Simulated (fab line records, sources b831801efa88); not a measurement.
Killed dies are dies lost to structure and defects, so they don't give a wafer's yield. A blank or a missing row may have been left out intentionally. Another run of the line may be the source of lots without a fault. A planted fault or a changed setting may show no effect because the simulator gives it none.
A struck lot beside a sound one | flow sky130 | 43 out of 708 route steps
Sound: these wafers, L899.2, L899.5, L899.6. Wafers struck: L909.1, L909.2, L909.3. The cause comes at the end.
For every step that has rows: the tool of each side, followed by ch and its chambers, followed by its first start. Under that, the readings that differ: sound wafers | struck wafers | difference of the means | sigmas: that difference in standard deviations of wafers without a fault.
alike: words and numbers the same on both sides, and readings whose means are apart by under 2 such deviations; not compared: readings that were withheld, readings missing a value for some wafer, numbers with overlapping values and no deviation given by the record, and bounds like >300 which may hide the same value.
A row with sigmas, a row that says differs or no value, or rows on one side alone: a step with any of these is where the two part. Numbers that have no deviation but don't overlap get no sigmas and don't part them. A reading that every wafer of one side lacks parts them only if that side has two wafers or more.

first, 1 step without rows for these wafers: SKY_LDD_HVP_IMPLANT_08.
SKY_LDD_HVP_STRIP_09: strips in O2/N2.
  sound on plasma_asher-03 ch 0,1, day 23 18:49; struck on plasma_asher-03 ch 0,1, day 27 04:37
  reading                      | sound             | struck            | difference | sigmas
  strip_time_to_endpoint_s (s) | 4.143 4.151 4.165 | 4.129 4.113 4.113 | -0.035     | -2
  alike: drypump_motor_current_A, oes_product_au
  not compared: rf_hours_counter_h
SKY_LDD_HVP_TW_MEAS_10:
  struck on film_metro-04, day 27 04:43; sound on film_metro-04, day 23 18:55
  alike: LDD_HVP_TW
then, 7 steps without rows for these wafers: SKY_LDD_LDN_DEHYDRATE_00 (time 60 s); SKY_LDD_LDN_HMDS_01 (prime time 60 s); SKY_LDD_LDN_COAT_02 (resist thk 1140 nm); SKY_LDD_LDN_SOFTBAKE_03 (time 60 s); SKY_LDD_LDN_EXPOSE_04 (exposes mask LDNTM, target cd 700 nm); SKY_LDD_LDN_PEB_05; SKY_LDD_LDN_DEVELOP_06 (develop time 60 s).
SKY_LDD_LDN_OVL_MEAS_07:
  struck on overlay-02, day 28 08:09; sound on overlay-01, day 25 00:32
  alike: LDD_LDN_OVL
following that, these wafers have no rows for 1 step: SKY_LDD_LDN_IMPLANT_08.
SKY_LDD_LDN_IMPLANT_09:
  sound on implanter-01 ch 0, day 25 00:44; struck on implanter-01 ch 0, day 28 08:20
  alike: beam_on_s
then, 3 steps without rows for these wafers: SKY_LDD_LDN_IMPLANT_10; SKY_LDD_LDN_IMPLANT_11; SKY_LDD_LDN_STRIP_12 (strips in O2/N2).
SKY_LDD_LDN_TW_MEAS_13:
  struck on film_metro-01, day 28 08:53; sound on film_metro-01, day 25 01:16
  alike: LDD_LDN_TW
then, 2 steps without rows for these wafers: SKY_LDD_LDN_CLEAN_14 (cleans in SC1/SC2, time 150 s); SKY_SPACER_CVD_00 (deposits Si3N4 from DCS/NH3, target thk 43.1 nm, time 740 s).
SKY_SPACER_THK_MEAS_01:
  struck on film_metro-02, day 28 10:34; sound on film_metro-02, day 25 02:47
  alike: SPACER_CVD_00_THK
SKY_SPACER_ETCHBACK_02: etches Si3N4 in CH3F/O2, stops on SiO2, time 46.7 s, target depth 45 nm.
  sound on rie_diel-02 ch 0,2,3, day 25 02:50; struck on rie_diel-01 ch 1,2,3, day 28 10:38
  alike: drypump_motor_current_A, oes_product_au, throttle_valve_pct
  not compared: rf_hours_counter_h
then, 8 steps without rows for these wafers: SKY_POLY_CUT_DEHYDRATE_00 (time 60 s); SKY_POLY_CUT_HMDS_01 (prime time 60 s); SKY_POLY_CUT_COAT_02 (resist thk 60 nm); SKY_POLY_CUT_COAT_03 (resist thk 450 nm); SKY_POLY_CUT_SOFTBAKE_04 (time 90 s); SKY_POLY_CUT_EXPOSE_05 (exposes mask NPCM, target cd 270 nm); SKY_POLY_CUT_PEB_06; SKY_POLY_CUT_DEVELOP_07 (develop time 60 s).
SKY_POLY_CUT_CD_MEAS_08 targets a cd of 270 nm.
  struck on cd_sem-02, day 29 14:58; sound on cd_sem-01, day 26 07:16
  alike: cd_nm
SKY_POLY_CUT_OVL_MEAS_09:
  struck on overlay-02, day 29 15:05; sound on overlay-02, day 26 07:22
  alike: POLY_CUT_OVL
SKY_POLY_CUT_ETCH_10: etches BARC in N2/H2, stops on SiO2, time 45.9 s, target depth 60 nm.
  sound on rie_diel-04 ch 1,2, day 26 07:24; struck on rie_diel-04 ch 0,1,3, day 29 15:07
  alike: drypump_motor_current_A, h2_flow_sccm, oes_product_au, throttle_valve_pct
  not compared: rf_hours_counter_h
SKY_POLY_CUT_ETCH_11: etches Si3N4 in CF4/CH2F2/Ar, stops on poly-Si, time 42.5 s, target depth 60 nm.
  sound on rie_diel-04 ch 1,2, day 26 07:26; struck on rie_diel-04 ch 0,1,3, day 29 15:09
  alike: drypump_motor_current_A, oes_product_au, throttle_valve_pct
  not compared: rf_hours_counter_h
SKY_POLY_CUT_STRIP_12: strips in O2/N2.
  sound on plasma_asher-02 ch 0,1, day 26 07:29; struck on plasma_asher-04 ch 0,1, day 29 15:11
  alike: drypump_motor_current_A, oes_product_au, strip_time_to_endpoint_s
  not compared: rf_hours_counter_h
then, 7 steps without rows for these wafers: SKY_SD_P_DEHYDRATE_00 (time 60 s); SKY_SD_P_HMDS_01 (prime time 60 s); SKY_SD_P_COAT_02 (resist thk 1140 nm); SKY_SD_P_SOFTBAKE_03 (time 60 s); SKY_SD_P_EXPOSE_04 (exposes mask PSDM, target cd 380 nm); SKY_SD_P_PEB_05; SKY_SD_P_DEVELOP_06 (develop time 60 s).
SKY_SD_P_CD_MEAS_07 targets a cd of 380 nm.
  struck on cd_sem-01, day 30 19:07; sound on cd_sem-01, day 27 11:58
  alike: cd_nm
-- here the record skips 19 days between the struck wafers' starts before and after, leaving off in module SD_P and picking up in module PAD_OPEN (first step shown: number 708 of the route) --
SKY_PAD_OPEN_PROBE_99:
  struck on prober-01, day 49 13:55; sound on prober-01, day 47 07:21
  reading                                         | sound             | struck               | difference | sigmas
  model.etest.tip_sonos.rs_ohm_sq_range           | 30.01 33.82 54.81 | 96.13 77.78 62.19    | +39.15     |
  model.etest.tip_sonos.rs_ohm_sq_rim_less_centre | 17.02 2.861 4.504 | -31.58 -18.83 -14.42 | -29.74     |
  alike: killed_at_M0_to_M3, killed_at_M4_up, killed_at_contacts, killed_at_front_end, killed_at_other, killed_dies, killed_open, killed_short

## WHERE THEY PART
Within this record, at SKY_LDD_HVP_STRIP_09 only. Later steps at which nothing parts them and some readings are alike: SKY_LDD_HVP_TW_MEAS_10, SKY_LDD_LDN_OVL_MEAS_07, SKY_LDD_LDN_IMPLANT_09, SKY_LDD_LDN_TW_MEAS_13, SKY_SPACER_THK_MEAS_01, SKY_SPACER_ETCHBACK_02, SKY_POLY_CUT_CD_MEAS_08, SKY_POLY_CUT_OVL_MEAS_09, SKY_POLY_CUT_ETCH_10, SKY_POLY_CUT_ETCH_11, SKY_POLY_CUT_STRIP_12, SKY_SD_P_CD_MEAS_07, SKY_PAD_OPEN_PROBE_99.

WHY: the cause the simulator had injected
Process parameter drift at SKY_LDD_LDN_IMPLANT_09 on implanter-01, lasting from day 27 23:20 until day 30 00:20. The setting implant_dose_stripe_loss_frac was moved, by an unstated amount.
